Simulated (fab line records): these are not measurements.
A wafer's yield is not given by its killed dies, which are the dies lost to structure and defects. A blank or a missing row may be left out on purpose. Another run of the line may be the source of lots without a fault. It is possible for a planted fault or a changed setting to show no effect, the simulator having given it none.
The tool behind it: which one? / flow sky130 / 6 lots, 16 wafers sampled, at 2 steps of a route of 708

== WHAT THE GAUGES READ, wafer by wafer ==
SKY_PWDE_OVL_MEAS_07.
lot=L885; measured=day 4 05:03; on=overlay-01; PWDE_OVL (nm)=0.3 0.3 1.8
lot=L890; measured=day 5 07:53; on=overlay-02; PWDE_OVL (nm)=0.6 0.7 2.2
lot=L893; measured=day 6 00:28; on=overlay-02; PWDE_OVL (nm)=2.1 1.3
lot=L895; measured=day 6 14:28; on=overlay-02; PWDE_OVL (nm)=0.9 2.0
lot=L903; measured=day 8 08:19; on=overlay-02; PWDE_OVL (nm)=-2.1 -0.9 -2.0
lot=L905; measured=day 8 20:33; on=overlay-01; PWDE_OVL (nm)=0.5 -0.3 -0.1

== WHAT TOOL EACH LOT RAN ON (gives the tool, then ch and the chambers of the sampled wafers, and finally the start) ==
lot=L885; SKY_DNWELL_STRIP_08=plasmaAsher-01 ch 0,1, day 3 12:21
lot=L890; SKY_DNWELL_STRIP_08=plasmaAsher-04 ch 0,1, day 4 14:24
lot=L893; SKY_DNWELL_STRIP_08=plasmaAsher-02 ch 0, day 5 06:29
lot=L895; SKY_DNWELL_STRIP_08=plasmaAsher-02 ch 0,1, day 5 19:14
lot=L903; SKY_DNWELL_STRIP_08=plasmaAsher-01 ch 0,1, day 7 10:59
lot=L905; SKY_DNWELL_STRIP_08=plasmaAsher-01 ch 0,1, day 7 23:07
- SKY_DNWELL_STRIP_08: strips in O2/N2.

== THE ANSWER, worked out from the rows above alone ==
Rule: what is usual is taken from the lots themselves. The widest of any qualifying gaps counts: lots, ordered by their means at a reading, are off when they make up no more than a third of the lots, leave a main group of 4 or more, and stand apart from it by 3 or more times the standard deviation of that group's means. The tables above print the reading to a certain number of digits; a main group whose means all agree to those digits is not used. A lot without any number at a reading at which 4 lots or more have one is off too. Where the step has rows for the other lots, those lots are counted as sound.
Across all readings shown, no lot is off: no conclusion can be drawn from this.

== WHAT THE SIMULATOR HAD INSERTED ==
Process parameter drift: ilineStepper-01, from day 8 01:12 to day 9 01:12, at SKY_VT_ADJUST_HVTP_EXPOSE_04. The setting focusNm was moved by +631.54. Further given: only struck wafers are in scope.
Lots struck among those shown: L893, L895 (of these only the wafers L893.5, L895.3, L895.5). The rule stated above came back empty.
